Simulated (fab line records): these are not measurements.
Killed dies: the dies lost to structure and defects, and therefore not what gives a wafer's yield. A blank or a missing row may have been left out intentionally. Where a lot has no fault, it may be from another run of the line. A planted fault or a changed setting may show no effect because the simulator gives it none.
Which tool did it? | flow gf180mcu | Sampling: 7 lots, 21 wafers, 2 of 602 route steps

== WHAT THE GAUGES READ, wafer by wafer ==
GF_PSD_RS_MEAS_14: the measuring method here is four-point-probe.
lot  | measured     | on            | NSD_RS (ohm/sq)
L307 | day 14 16:01 | film_metro-04 | 46.08 46.00 45.90
L309 | day 15 09:12 | film_metro-01 | 46.11 46.21 46.32
L311 | day 16 08:47 | film_metro-02 | 46.14 46.22 46.14
L319 | day 19 09:58 | film_metro-04 | 46.41 46.48 46.45
L322 | day 20 04:37 | film_metro-04 | 46.06 46.00 46.06
L325 | day 21 05:32 | film_metro-01 | 46.11 46.06 46.18
L328 | day 22 14:23 | film_metro-02 | 46.22 46.25 46.21

== WHICH TOOL RAN EACH LOT (tool, then ch and the chambers of the sampled wafers, then the start) ==
lot  | GF_NSD_IMPLANT_10
L307 | implanter-01 ch 0, day 13 18:17
L309 | implanter-03 ch 0, day 14 11:22
L311 | implanter-01 ch 0, day 15 09:56
L319 | implanter-01 ch 0, day 18 09:28
L322 | implanter-03 ch 0, day 19 04:40
L325 | implanter-03 ch 0, day 20 05:22
L328 | implanter-03 ch 0, day 21 13:47
- GF_NSD_IMPLANT_10

== THE ANSWER, worked out from the rows above alone ==
Rule: the lots themselves supply what counts as usual. Put in order of their means at a reading, lots are off if they are a third of the lots or fewer, leave a main group of 4 or more, and stand apart from it by a gap of 3 or more times the standard deviation of the main group's means; of several such gaps the widest counts. A main group whose means are all the same, to the digits that the tables above print for the reading, isn't used. A lot without any number at a reading at which 4 lots or more have one is off too. Any other lot the step has rows for is counted as sound.
No lot is off at any reading shown: from this, nothing can be told.

== WHAT WAS PUT IN BY THE SIMULATOR ==
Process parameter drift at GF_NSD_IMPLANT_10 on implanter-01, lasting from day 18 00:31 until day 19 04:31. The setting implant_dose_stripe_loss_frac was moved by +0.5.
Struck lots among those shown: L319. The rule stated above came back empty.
